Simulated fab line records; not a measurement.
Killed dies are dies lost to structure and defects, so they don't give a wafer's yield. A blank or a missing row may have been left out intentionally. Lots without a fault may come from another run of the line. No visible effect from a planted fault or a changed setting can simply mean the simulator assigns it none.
Problem report, 8D (eight disciplines) form, completed by code || flow gf180mcu || the parts of the form that need people (team, actions taken, sign-off) are left out

== 1. THE ISSUE ==
At GF_PASSIVATION_PROBE_99, killed_at_M0_to_M3 averages 79 over 6 wafers from 2 lots, while fault-free wafers read 20, standard deviation 4.8. That puts it +12 standard deviations away from the usual mean.
Seen first at day 33 22:51 on prober-02, wafer L586.1. Wafers with a number at this step in the record: 27, from 9 lots. Rule for "out" (also "out of limits"): further than 4 standard deviations from the usual mean. All remaining wafers that have a number are taken as sound.

== 2. WHAT THIS IS AND IS NOT ==
{"question": "which readings at this step", "is": "killed_at_M0_to_M3, defect-limited-yield, killed-dies, sort_bin_3_pad_short, sort-n-pass, sort-yield-pct", "is not": "killed-at-contacts, killed-open, killed-short"}
{"question": "which lots", "is": "L586, L588", "is not": "L571, L575, L576, L579, L582, L583, L584"}
{"question": "which wafers of those lots", "is": "all that have a number", "is not": "-"}
{"question": "read on which tools", "is": "prober-02", "is not": "prober-01"}
{"question": "when", "is": "from day 33 22:51", "is not": "up to then (21 sound wafers)"}

== 3. WHAT RULES OUT EACH SUSPECT ==
Counting: a tool at any process step up to the reading remains a suspect when it ran all the lots that are out and ran no sound lot after the first of those.
- pvd-sputter-04 at GF_M3_SPUTTER_03 (material Ti, target thk 10 nm, time 6.7 s): kept. It ran every lot that is out, first L586 (day 26 14:40), and no sound lot after that; its last sound lot up to then is L583 (day 25 22:10).
- pvd-sputter-03 at GF_MIM_SPUTTER_02 (material AlCu, target thk 450 nm, time 23.9 s): kept. It ran every lot that is out, first L586 (day 30 03:34), and no sound lot after that; its last sound lot up to then is L584 (day 29 17:07).
- prober-02 at GF_PASSIVATION_PROBE_99: kept. It ran every lot that is out, first L586 (day 33 22:51), and no sound lot after that; its last sound lot up to then is L584 (day 33 13:15). Its own defect-limited-yield, killed_at_M0_to_M3, killed-dies, sort_bin_3_pad_short, sort-n-pass, sort-yield-pct readings are out on those wafers.
After the count, these remain: pvd-sputter-04 at GF_M3_SPUTTER_03, pvd-sputter-03 at GF_MIM_SPUTTER_02 and prober-02 at GF_PASSIVATION_PROBE_99.

== 4. THE CAUSE (what the simulator had put in) ==
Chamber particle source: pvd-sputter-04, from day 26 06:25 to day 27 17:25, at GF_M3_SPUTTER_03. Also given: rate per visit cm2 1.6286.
3 suspects survive the count, and this tool is in that group.

== 5. THE CHAIN OF EFFECTS, in route order ==
Each row: a reading whose mean over the struck wafers that have a number lies more than 3 standard deviations from the usual. Only readings whose record carries a usual standard deviation are examined. hours: median over the lots of the time between each lot's start at the first step of this table that gives one and its start at this step. sigmas: the change, counted in usual standard deviations.
{"hours": 0, "step": "GF_PASSIVATION_PROBE_99", "reading": "defect-limited-yield", "usual": "90.5 %", "on struck wafers": 80.1, "change": -10.4, "sigmas": -6.9}
{"hours": 0, "step": "GF_PASSIVATION_PROBE_99", "reading": "killed_at_M0_to_M3", "usual": 20, "on struck wafers": 79, "change": "+59", "sigmas": "+12"}
{"hours": 0, "step": "GF_PASSIVATION_PROBE_99", "reading": "killed-dies", "usual": 47, "on struck wafers": 98, "change": "+51", "sigmas": "+7.0"}
{"hours": 0, "step": "GF_PASSIVATION_PROBE_99", "reading": "sort_bin_3_pad_short", "usual": "0.4 %", "on struck wafers": 4.3, "change": "+3.9", "sigmas": "+12"}
{"hours": 0, "step": "GF_PASSIVATION_PROBE_99", "reading": "sort_bin_5_function", "usual": "5.6 %", "on struck wafers": 11.6, "change": "+6.0", "sigmas": "+5.4"}
{"hours": 0, "step": "GF_PASSIVATION_PROBE_99", "reading": "sort-n-pass", "usual": 445, "on struck wafers": 394, "change": -51, "sigmas": -7.0}
{"hours": 0, "step": "GF_PASSIVATION_PROBE_99", "reading": "sort-yield-pct", "usual": "90.5 %", "on struck wafers": 80.1, "change": -10.4, "sigmas": -6.9}
Here are the process steps it includes:
- GF_PASSIVATION_PROBE_99

== 6. HOW IT WOULD HAVE BEEN CAUGHT EARLIER ==
In this record the first reading out of limits was taken at day 33 22:51, 184 hours after the fault began at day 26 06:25.
Of the tool readings at GF_M3_SPUTTER_03 for which the record gives a usual standard deviation, none was out on any struck wafer, so an alarm limit of 4 standard deviations on them would not have fired.
Lots out: 2; all had begun GF_M3_SPUTTER_03 on pvd-sputter-04 by day 33 22:51. Tool hold at that time: it would have spared none of them.
